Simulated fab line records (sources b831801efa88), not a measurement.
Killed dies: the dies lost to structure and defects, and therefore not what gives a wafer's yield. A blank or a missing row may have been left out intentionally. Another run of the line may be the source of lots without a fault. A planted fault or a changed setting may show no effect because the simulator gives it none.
Code-filled problem report in 8D (eight disciplines) form :: flow gf180mcu :: the parts of the form that need people (team, actions taken, sign-off) are left out

== 1. THE PROBLEM ==
Mean NSD_RS at GF_PSD_RS_MEAS_14: 45.56 ohm/sq over 6 wafers in 2 lots; fault-free wafers: 46.09 ohm/sq, standard deviation 0.084. That puts it -6.3 standard deviations away from the usual mean.
The step: measures by four-point-probe.
First seen on wafer L567.1, day 18 06:15, on film_metro-02. At this step, 33 wafers from 11 lots have a number in the record. Rule for "out" (also "out of limits"): further than 4 standard deviations from the usual mean. The rest of the wafers with a number are treated as sound.

== 2. WHAT IT IS, AND WHAT IT ISN'T ==
question: which readings at this step
is: NSD_RS
is not: -

question: which lots
is: L567, L568
is not: L556, L559, L560, L566, L569, L575, L576, L578, L579

question: which wafers of those lots
is: all that have a number
is not: -

question: read on which gauges
is: film_metro-02, film_metro-03
is not: film_metro-04

question: when
is: from day 18 06:15
is not: up to then (12 sound wafers); but 15 sound wafers of L569, L575, L576, L578, L579 came after

== 3. THE SUSPECTS, EACH WITH WHAT RULES IT OUT ==
Counting: a tool at a process step up to the reading stays a suspect if it ran every lot that is out and no sound lot after the first of them.
- the gauge at GF_PSD_RS_MEAS_14 has been ruled out. 2 gauges (film_metro-02, film_metro-03) read the wafers that are out.
- implanter-03 at GF_NSD_IMPLANT_09: ruled out as a lasting fault. The sound lots L578 went through it after L567, its earliest lot that is out (day 17 06:24).
Left after counting: nothing in the record.

== 4. THE CAUSE (what the simulator had put in) ==
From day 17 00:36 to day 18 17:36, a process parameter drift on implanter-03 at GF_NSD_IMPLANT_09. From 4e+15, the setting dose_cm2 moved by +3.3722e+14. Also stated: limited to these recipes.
It was ruled out by counting, in error; the rule expects a fault to strike all lots run on its tool from its start on, and this fault did not.

== 5. THE EFFECT CHAIN, in route order ==
Rows list readings where the struck wafers' mean (over those with a number) sits beyond 3 standard deviations from the usual. Only readings whose record carries a usual standard deviation are examined. hours: median over the lots of the time between each lot's start at the first step of this table that gives one and its start at this step. sigmas: the change, counted in usual standard deviations.
hours: 0
step: GF_NSD_IMPLANT_09
reading: dose_ions_cm2
usual: 4e+15
on struck wafers: 4e+15
change: +3e+14
sigmas: +82

hours: 0
step: GF_NSD_STRIP_11
reading: strip_time_to_endpoint_s
usual: 22.97 s
on struck wafers: 23.28
change: +0.31
sigmas: +7.7

hours: 24
step: GF_PSD_RS_MEAS_14
reading: NSD_RS
usual: 46.09 ohm/sq
on struck wafers: 45.56
change: -0.53
sigmas: -6.3
The process steps in it:
- GF_NSD_IMPLANT_09
- GF_NSD_STRIP_11: strips in O2/N2.

== 6. WHAT WOULD HAVE CAUGHT IT SOONER ==
Counted from the fault's start at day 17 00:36, it took 30 hours until the first out-of-limits reading at a measuring or inspecting step in this record, taken at day 18 06:15.
The tool's own readings at GF_NSD_IMPLANT_09 were out on every struck wafer that the step has a row for (dose_ions_cm2): an alarm limit on them would have fired on the first of those.
